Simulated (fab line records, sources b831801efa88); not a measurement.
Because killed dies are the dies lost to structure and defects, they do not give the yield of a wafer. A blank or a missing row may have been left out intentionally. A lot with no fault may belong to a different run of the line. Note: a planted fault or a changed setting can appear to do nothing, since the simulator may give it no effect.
fab line records | flow sky130
record: lots: 7 wafers: 20 last-day: 50
route steps=708 shown VIA3@586 METAL4@598 PAD_OPEN@708
lots untouched by any fault: they come from a run of this same line in which no faults occurred
start-h: hours from the record's opening day to when the first of the lot's shown wafers began | wait-h: hours from the lot's prior step to this one | " repeats the value in the row above | L1.1+2: a single row standing in for several wafers | - value missing, or start not given | * or withheld: withheld | < > ~ a bound
route shown NAME@n: a module of which the file shows steps, and the number in the route of the first | usual: average and standard deviation across the fault-free wafers | same: alike in all rows | chamber/n: place in a boat | sites: the reading at each site | _std_site: the standard deviation of these | _edge_site: inner sites' mean taken away from outer sites' mean | radius-mm: how far each site lies from the wafer's centre | mask NAME#n: copy n | behind: the tool/chamber that last shaped the wafer | hold: what put the lot on hold/how long, in hours/how the hold closed | device: the transistor (n, p or np) that didn't switch | end of line: the tests these same wafers got at the end of their route | a step without rows: its recipe alone | killed: dies that structure and defects cost at the first sort, which is not the same as the wafer's yield | map: the dies of a wafer, with x for killed, . for not killed, _ for no die there
set.NAME: the setting the step ran with; set.NAME@STEP: the setting that earlier step ran with | model.NAME: the simulator's own value behind a step, which no gauge read
a table for each step, a row for each wafer; lots at some steps of the route
services: the hour from which a tool's chamber was out of use, counted from the record's first day as start-h (under 0 if before that day), plus the number of hours and why
== steps ==
step: SKY_VIA3_OVL_MEAS_13
usual: VIA3_OVL: 0/5.5
columns lot.wafer tool chamber start-h wait-h VIA3_OVL[nm]
L177.2 overlay-01 - 939.30 0.1 3
L177.3 " - " " -3
L177.5 " - " " -2
L183.1 overlay-01 - 981.10 0.1 4
L183.2 " - " " 4
L183.6 " - " " 6
L186.1 overlay-02 - 1011.03 0.1 -6
L186.4 " - " " -9
L186.6 " - " " -11
L185.1 overlay-02 - 1014.38 0.1 -2
L185.2 " - " " 1
L187.1 overlay-02 - 1020.95 0.1 7
L187.5 " - " " 3
L187.6 " - " " 4
L196.1 overlay-01 - 1065.12 0.1 7
L196.2 " - " " 3
L196.6 " - " " 3
L198.1 overlay-02 - 1076.35 0.1 -3
L198.5 " - " " -5
L198.6 " - " " 1
step: SKY_VIA3_ETCH_14
recipe: chemistry: N2/H2 target: BARC ion-energy-ev: 200 source-w: 500 bias-w: 100 pressure-mtorr: 30 n2-flow-sccm: 100 h2-flow-sccm: 200 stop-on: SiO2 time-s: 45.9 target-depth-a: 600
usual: bias-w: 100.0/0.31 drypump-motor-current-A: 5.7/0.39 oes-product-au: 0.856/0.0046 throttle-valve-pct: 13.223/0.0092
columns lot.wafer tool chamber start-h wait-h bias-w drypump-motor-current-A oes-product-au rf-hours-counter-h throttle-valve-pct
L177.2 rie-diel-03 0 939.33 0.0 100.5 5.0 0.851 15 13.213
L177.3 " 3 " " 100.4 6.0 0.853 6 13.220
L177.5 " 3 " " 100.6 6.0 0.849 - 13.236
L183.1 rie-diel-04 0 981.13 0.0 99.9 5.7 0.862 29 13.210
L183.2 " 1 " " 99.4 5.2 0.850 10 13.225
L183.6 " 1 " " 99.8 5.2 0.855 - 13.216
L186.1 rie-diel-03 3 1011.07 0.0 100.2 6.0 0.852 8 13.218
L186.4 " 2 " " 99.8 5.7 0.860 24 13.223
L186.6 " 2 " " 100.4 5.7 0.852 - 13.212
L185.1 rie-diel-01 0 1014.42 0.0 100.1 5.8 0.847 4 13.219
L185.2 " 2 " " 100.2 5.7 0.864 14 13.233
L187.1 rie-diel-04 3 1020.98 0.0 100.2 6.0 0.853 23 13.220
L187.5 " 3 " " 99.9 6.0 0.859 - 13.224
L187.6 " 2 " " 99.9 5.4 0.860 - 13.232
L196.1 rie-diel-01 0 1065.15 0.0 99.8 5.8 0.859 6 13.199
L196.2 " 1 " " 100.1 6.0 0.854 22 13.219
L196.6 " 0 " " 100.0 5.9 0.849 - 13.224
L198.1 rie-diel-04 0 1076.38 0.0 100.0 5.7 0.856 2 13.223
L198.5 " 3 " " 99.5 6.0 0.851 - 13.207
L198.6 " 0 " " 99.9 5.7 0.856 - 13.228
step: SKY_VIA3_ETCH_15
recipe: target: SiO2 chemistry: C4F8/O2/Ar target-depth-nm: 507 stop-on: TiN mask-material: KrF-thick source-w: 1500 bias-w: 1200 pressure-mtorr: 40 c4f8-flow-sccm: withheld O2_flow_sccm: 6 Ar_flow_sccm: 300 time-s: 78
usual: bias-w: 1201/3.9 oes-product-au: 0.947/0.0056
columns lot.wafer tool chamber start-h wait-h bias-w oes-product-au rf-hours-counter-h
L177.2 rie-diel-03 0 939.37 0.0 1201 0.942 15
L177.3 " 3 " " 1197 0.950 6
L177.5 " 3 " " 1199 0.951 -
L183.1 rie-diel-04 0 981.17 0.0 1204 0.943 29
L183.2 " 1 " " 1196 0.944 10
L183.6 " 1 " " 1197 0.948 -
L186.1 rie-diel-03 3 1011.11 0.0 1201 0.947 8
L186.4 " 2 " " 1201 0.953 24
L186.6 " 2 " " 1203 0.947 -
L185.1 rie-diel-01 0 1014.46 0.0 1197 0.944 4
L185.2 " 2 " " 1203 0.939 14
L187.1 rie-diel-04 3 1021.02 0.0 1202 0.941 23
L187.5 " 3 " " 1197 0.952 -
L187.6 " 2 " " 1202 0.940 -
L196.1 rie-diel-01 0 1065.20 0.0 1196 0.946 6
L196.2 " 1 " " 1194 0.948 22
L196.6 " 0 " " 1197 0.944 -
L198.1 rie-diel-04 0 1076.43 0.0 1206 0.948 2
L198.5 " 3 " " 1197 0.952 -
L198.6 " 0 " " 1206 0.953 -
step: SKY_VIA3_STRIP_16
recipe: chemistry: O2/N2 power-w: 1400 pressure-mtorr: 1500 platen-temp-c: withheld o2-flow-sccm: 3000 n2-flow-sccm: 300 overash-fraction: 0.5
step: SKY_VIA3_STRIP_17
recipe: chemistry: post-etch-residue-remover time-s: 1200 temp-c: 72.5
step: SKY_VIA3_CLEAN_18
recipe: chemistry: IPA time-s: 180 temp-c: 25
step: SKY_VIA3_CLEAN_19
recipe: chemistry: O3/DIW dry: n2-spin
step: SKY_VIA3_SPUTTER_20
recipe: material: TiN target-thk-nm: 20 chamber-pressure-pa: 5 power-w: 4000 time-s: 80
usual: throttle-valve-pct: 30.0/1.3
columns lot.wafer tool chamber start-h wait-h throttle-valve-pct
L177.2 pvd-sputter-01 - 940.37 0.0 28.4
L177.3 " - " " 30.5
L177.5 " - " " 29.7
L183.1 pvd-sputter-03 - 982.23 0.0 31.4
L183.2 " - " " 29.9
L183.6 " - " " 30.8
L186.1 pvd-sputter-04 - 1011.76 0.0 31.3
L186.4 " - " " 31.2
L186.6 " - " " 28.5
L185.1 pvd-sputter-01 - 1015.11 0.0 30.2
L185.2 " - " " 29.8
L187.1 pvd-sputter-04 - 1021.72 0.0 31.3
L187.5 " - " " 31.2
L187.6 " - " " 28.6
L196.1 pvd-sputter-04 - 1065.86 0.0 31.3
L196.2 " - " " 31.2
L196.6 " - " " 28.4
L198.1 pvd-sputter-04 - 1077.08 0.0 31.2
L198.5 " - " " 31.6
L198.6 " - " " 28.3
step: SKY_VIA3_CVD_21
recipe: material: W target-thk-nm: 390 time-s: 117.31 temp-c: 400 pressure-torr: 40
usual: heater-power-w: 811/49
columns lot.wafer tool chamber start-h wait-h heater-power-w since-wet-clean-h
L177.2 cvd-w-02 0 940.43 0.0 896 22
L177.3 " 0 " " 876 -
L177.5 " 1 " " 778 -
L183.1 cvd-w-01 1 982.29 0.0 787 578
L183.2 " 0 " " 775 578
L183.6 " 1 " " 757 -
L186.1 cvd-w-01 1 1011.82 0.0 796 608
L186.4 " 1 " " 770 -
L186.6 " 0 " " 785 -
L185.1 cvd-w-01 0 1015.17 0.0 769 611
L185.2 " 1 " " 773 611
L187.1 cvd-w-02 0 1021.78 0.0 879 104
L187.5 " 1 " " 802 -
L187.6 " 0 " " 900 -
L196.1 cvd-w-02 0 1065.92 0.0 895 148
L196.2 " 1 " " 781 148
L196.6 " 0 " " 898 -
L198.1 cvd-w-02 0 1077.14 0.0 889 159
L198.5 " 1 " " 809 -
L198.6 " 0 " " 875 -
step: SKY_VIA3_RS_MEAS_22
recipe: thk-meas-gauge: four-point-probe reads: W_of_VIA3_CVD_21+TiN_of_VIA3_SPUTTER_20
usual: VIA3_W_RS: 0.295/0.0036
columns lot.wafer tool chamber start-h wait-h VIA3_W_RS[ohm/sq]
L177.2 film-metro-03 - 940.57 0.1 0.294
L177.3 " - " " 0.290
L177.5 " - " " 0.292
L183.1 film-metro-01 - 982.41 0.1 0.288
L183.2 " - " " 0.300
L183.6 " - " " 0.290
L186.1 film-metro-02 - 1011.94 0.1 0.291
L186.4 " - " " 0.291
L186.6 " - " " 0.296
L185.1 film-metro-03 - 1015.34 0.1 0.297
L185.2 " - " " 0.294
L187.1 film-metro-02 - 1021.90 0.1 0.292
L187.5 " - " " 0.294
L187.6 " - " " 0.293
L196.1 film-metro-02 - 1066.04 0.1 0.300
L196.2 " - " " 0.295
L196.6 " - " " 0.298
L198.1 film-metro-02 - 1077.27 0.1 0.295
L198.5 " - " " 0.295
L198.6 " - " " 0.295
step: SKY_VIA3_THK_MEAS_23
recipe: thk-meas-gauge: xrf reads: W_of_VIA3_CVD_21
usual: VIA3_W_THK: 393/5.8
columns lot.wafer tool chamber start-h wait-h VIA3_W_THK[nm]
L177.2 film-metro-03 - 940.68 0.1 397
L177.3 " - " " 399
L177.5 " - " " 398
L183.1 film-metro-01 - 982.53 0.1 400
L183.2 " - " " 387
L183.6 " - " " 398
L186.1 film-metro-02 - 1012.06 0.1 398
L186.4 " - " " 399
L186.6 " - " " 393
L185.1 film-metro-03 - 1015.46 0.1 393
L185.2 " - " " 400
L187.1 film-metro-02 - 1022.02 0.1 398
L187.5 " - " " 394
L187.6 " - " " 396
L196.1 film-metro-02 - 1066.16 0.1 389
L196.2 " - " " 397
L196.6 " - " " 393
L198.1 film-metro-02 - 1077.39 0.1 394
L198.5 " - " " 399
L198.6 " - " " 397
step: SKY_VIA3_CMP_24
recipe: stop-on: SiO2 t-overpolish-s: 20 down-force-psi: 3.5 platen-rpm: 60 target-thk-nm: 0 pad-velocity-m-s: 0.94248
step: SKY_METAL4_SPUTTER_00
recipe: material: Ti target-thk-nm: 15 power-w: 3000 time-s: 10 chamber-pressure-pa: 0.4
usual: throttle-valve-pct: 30.0/1.1
columns lot.wafer tool chamber start-h wait-h throttle-valve-pct model.Ti_of_METAL4_SPUTTER_00.thk-nm
L177.2 pvd-sputter-02 - 941.03 0.1 31.2 15.2
L177.3 " - " " 31.1 15.12
L177.5 " - " " 30.6 15.23
L183.1 pvd-sputter-02 - 982.89 0.2 29.8 14.99
L183.2 " - " " 31.1 15.29
L183.6 " - " " 28.8 15.11
L186.1 pvd-sputter-02 - 1012.42 0.1 31.0 18.46
L186.4 " - " " 28.7 18.42
L186.6 " - " " 28.3 15.21
L185.1 pvd-sputter-02 - 1015.82 0.1 28.6 18.45
L185.2 " - " " 31.1 15.07
L187.1 pvd-sputter-02 - 1022.38 0.2 28.3 18.31
L187.5 " - " " 30.2 15.08
L187.6 " - " " 30.6 15.05
L196.1 pvd-sputter-03 - 1068.67 0.1 28.8 14.97
L196.2 " - " " 29.8 15.02
L196.6 " - " " 29.0 15
L198.1 pvd-sputter-03 - 1077.75 0.2 28.6 15.07
L198.5 " - " " 28.4 15.09
L198.6 " - " " 29.8 15.15
step: SKY_METAL4_SPUTTER_01
recipe: material: TiN target-thk-nm: 20 power-w: 6500 time-s: 16.7 chamber-pressure-pa: 0.4
usual: throttle-valve-pct: 30.0/1.1
columns lot.wafer tool chamber start-h wait-h throttle-valve-pct
L177.2 pvd-sputter-02 - 941.05 0.0 31.0
L177.3 " - " " 30.7
L177.5 " - " " 30.7
L183.1 pvd-sputter-02 - 982.91 0.0 30.3
L183.2 " - " " 31.3
L183.6 " - " " 28.8
L186.1 pvd-sputter-02 - 1012.45 0.0 31.3
L186.4 " - " " 28.6
L186.6 " - " " 28.8
L185.1 pvd-sputter-02 - 1015.84 0.0 28.7
L185.2 " - " " 30.9
L187.1 pvd-sputter-02 - 1022.40 0.0 28.3
L187.5 " - " " 30.4
L187.6 " - " " 30.8
L196.1 pvd-sputter-03 - 1068.69 0.0 28.6
L196.2 " - " " 29.8
L196.6 " - " " 29.0
L198.1 pvd-sputter-03 - 1077.77 0.0 28.6
L198.5 " - " " 28.6
L198.6 " - " " 29.8
step: SKY_PAD_OPEN_PROBE_99
usual: defect-limited-yield: 82.3/2 killed_at_M0_to_M3: 44/7.5 killed_at_M4_up: 2.9/1.8 killed-at-contacts: 24/5.1 killed-at-front-end: 16/4.7 killed-at-other: 0.3/0.46 killed-dies: 87/9.9 killed-open: 47/8 killed-short: 39/6.3 sort_bin_3_pad_short: 0.8/0.43 sort_bin_5_function: 10.6/1.6 sort_bin_6_memory: 6.3/1.1 sort-n-pass: 405/9.9 sort-yield-pct: 82.3/2
same: gross-dies: 492 killed-at-back-side: 0 sort_bin_4_leakage[%]: 0 sort_bin_8_speed[%]: 0
columns lot.wafer tool chamber start-h wait-h defect-limited-yield[%] killed_at_M0_to_M3 killed_at_M4_up killed-at-contacts killed-at-front-end killed-at-other killed-dies killed-open killed-short sort_bin_3_pad_short[%] sort_bin_5_function[%] sort_bin_6_memory[%] sort-n-pass sort-yield-pct[%]
L177.2 prober-01 - 1085.05 0.1 82.9 38 4 24 18 0 84 45 39 0.2 12.0 4.9 408 82.9
L177.3 prober-01 - 1085.10 0.2 83.1 37 3 28 15 0 83 46 36 0.6 11.4 4.9 409 83.1
L177.5 prober-01 - 1085.20 0.2 82.9 41 5 27 11 0 84 49 35 0.4 10.2 6.5 408 82.9
L186.1 prober-02 - 1145.25 0.1 82.9 44 1 23 16 0 84 45 39 0.6 8.9 7.5 408 82.9
L186.4 prober-02 - 1145.40 0.2 83.9 35 7 15 21 1 79 36 41 0.6 11.2 4.3 413 83.9
L186.6 prober-02 - 1145.50 0.2 82.1 38 2 20 28 0 88 44 43 0.6 12.2 5.1 404 82.1
L185.2 prober-01 - 1147.57 0.1 81.7 45 2 25 18 0 90 48 42 0.6 10.6 7.1 402 81.7
L187.1 prober-02 - 1154.20 0.1 86.6 38 0 17 11 0 66 45 21 0.8 7.9 4.7 426 86.6
L187.5 prober-02 - 1154.40 0.2 84.3 32 3 18 24 0 77 42 34 1.0 8.5 6.1 415 84.3
L187.6 prober-02 - 1154.45 0.2 82.5 40 6 22 18 0 86 46 40 1.2 10.0 6.3 406 82.5
L198.1 prober-01 - 1196.67 0.1 85.8 32 1 26 11 0 70 39 31 0.2 8.1 5.9 422 85.8
L198.5 prober-01 - 1196.87 0.2 81.9 41 2 29 17 0 89 53 35 0.4 12.0 5.7 403 81.9
L198.6 prober-01 - 1196.92 0.2 81.1 43 6 28 15 1 93 48 44 0.6 12.4 5.9 399 81.1
killed by level:class
L177.2 CONTACT:geometric-particle:open=7 FIELD_ISO:geometric-particle:short=7 VIA1:geometric-particle:open=7 VIA2:geometric-particle:open=7 METAL2:geometric-particle:short=6 LI_CONTACT:geometric-particle:open=5 VIA3:geometric-particle:open=5 FIELD_ISO:geometric-particle:open=4
L177.3 VIA1:geometric-particle:open=10 LI_CONTACT:geometric-particle:open=9 METAL1:geometric-particle:short=6 CONTACT:geometric-particle:open=5 VIA2:geometric-particle:open=5 FIELD_ISO:geometric-particle:short=4 POLY_GATE:geometric-particle:open=4 LI_CONTACT:geometric-particle:short=4
L177.5 LI_CONTACT:geometric-particle:open=10 VIA1:geometric-particle:open=9 CONTACT:geometric-particle:open=6 VIA2:geometric-particle:open=5 CONTACT:geometric-particle:short=5 VIA3:geometric-particle:open=5 FIELD_ISO:geometric-particle:open=4 POLY_GATE:geometric-particle:open=4
L186.1 VIA1:geometric-particle:open=10 LI_CONTACT:geometric-particle:open=7 VIA3:geometric-particle:open=7 CONTACT:geometric-particle:open=7 METAL1:geometric-particle:short=6 VIA1:geometric-particle:short=5 FIELD_ISO:geometric-particle:open=4 POLY_GATE:geometric-particle:short=4
L186.4 VIA3:geometric-particle:open=7 METAL4:geometric-particle:short=6 FIELD_ISO:geometric-particle:open=5 CONTACT:geometric-particle:open=5 METAL1:geometric-particle:short=5 VIA2:geometric-particle:open=5 POLY_GATE:geometric-particle:short=4 VIA1:geometric-particle:short=4
L186.6 VIA1:geometric-particle:open=9 POLY_GATE:geometric-particle:short=7 FIELD_ISO:geometric-particle:open=6 POLY_GATE:geometric-particle:open=6 FIELD_ISO:geometric-particle:short=5 LI_CONTACT:geometric-particle:open=5 LOCAL_INTERCONNECT:geometric-particle:short=5 VIA1:geometric-particle:short=5
L185.2 CONTACT:geometric-particle:open=11 VIA1:geometric-particle:open=9 VIA2:geometric-particle:open=8 VIA3:geometric-particle:open=7 POLY_GATE:geometric-particle:short=6 METAL1:geometric-particle:short=6 VIA1:geometric-particle:short=6 LI_CONTACT:geometric-particle:open=5
L187.1 VIA1:geometric-particle:open=10 VIA2:geometric-particle:open=8 CONTACT:geometric-particle:open=7 VIA3:geometric-particle:open=7 FIELD_ISO:geometric-particle:short=4 LI_CONTACT:geometric-particle:open=4 VIA1:geometric-particle:short=4 LOCAL_INTERCONNECT:geometric-particle:short=3
L187.5 CONTACT:geometric-particle:open=7 VIA1:geometric-particle:open=7 FIELD_ISO:geometric-particle:open=6 VIA3:geometric-particle:short=6 VIA3:geometric-particle:open=6 FIELD_ISO:geometric-particle:short=5 LI_CONTACT:geometric-particle:open=5 POLY_GATE:geometric-particle:short=4
L187.6 VIA1:geometric-particle:open=9 CONTACT:geometric-particle:open=9 POLY_GATE:geometric-particle:short=6 VIA2:geometric-particle:open=6 VIA3:geometric-particle:open=6 LOCAL_INTERCONNECT:geometric-particle:short=5 METAL1:geometric-particle:short=5 FIELD_ISO:geometric-particle:open=4
L198.1 CONTACT:geometric-particle:open=9 VIA1:geometric-particle:open=7 VIA3:geometric-particle:short=6 LOCAL_INTERCONNECT:geometric-particle:short=5 VIA3:geometric-particle:open=5 LI_CONTACT:geometric-particle:short=4 LOCAL_INTERCONNECT:geometric-particle:open=4 FIELD_ISO:geometric-particle:short=3
L198.5 VIA1:geometric-particle:open=11 LI_CONTACT:geometric-particle:open=10 CONTACT:geometric-particle:open=6 VIA2:geometric-particle:open=6 LOCAL_INTERCONNECT:geometric-particle:short=5 METAL2:geometric-particle:short=5 VIA3:geometric-particle:open=5 FIELD_ISO:geometric-particle:short=4
L198.6 CONTACT:geometric-particle:open=10 VIA3:geometric-particle:open=10 VIA1:geometric-particle:open=9 LOCAL_INTERCONNECT:geometric-particle:short=7 FIELD_ISO:geometric-particle:short=5 METAL1:geometric-particle:short=5 VIA2:geometric-particle:short=5 METAL4:geometric-particle:short=4
== services ==
columns tool chamber start-h hours kind
pvd-sputter-03 - 919.19 7.1 repair
rie-diel-04 3 926.03 1.3 repair
rie-diel-04 - 939.02 0.7 repair
pvd-sputter-02 2 939.63 - consumable-replace:kit
pvd-sputter-02 2 939.63 18.0 scheduled-down
pvd-sputter-02 2 939.63 18.0 vent-cycle
pvd-sputter-03 - 941.96 1.0 repair
pvd-sputter-03 - 945.83 4.2 repair
cvd-w-01 1 962.51 17.1 repair
rie-diel-03 3 969.87 3.9 repair
pvd-sputter-01 - 972.55 41.2 repair
rie-diel-04 3 972.65 1.2 repair
rie-diel-04 1 976.89 3.0 repair
pvd-sputter-03 2 985.36 - consumable-replace:kit
pvd-sputter-03 2 985.36 18.0 scheduled-down
pvd-sputter-03 2 985.36 18.0 vent-cycle
cvd-w-01 - 987.04 6.0 pm
rie-diel-04 0 994.54 - clean
rie-diel-04 0 994.54 23.3 scheduled-down
rie-diel-04 0 994.54 23.3 vent-cycle
pvd-sputter-03 - 999.96 16.8 repair
cvd-w-01 1 1033.00 10.3 repair
cvd-w-01 - 1061.72 2.3 repair
pvd-sputter-03 1 1068.82 - consumable-replace:kit
== key ==
first-sign none at tools or gauges
model-effect: step: SKY_METAL4_SPUTTER_00 value: Ti_of_METAL4_SPUTTER_00.thk-nm without: 15.18 struck: 18.41
met-at SKY_METAL4_SPUTTER_00
struck-wafers L185.1,L186.1,L186.4,L187.1
onset-between 982.89 1012.42
fault: kind: process-parameter-drift tool: pvd-sputter-02 chamber: - onset-h: 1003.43 steps: SKY_METAL4_SPUTTER_00 channel: time-s offset: * shape: step end-h: 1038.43 scope: struck-wafers-only acts-in: * stated: *
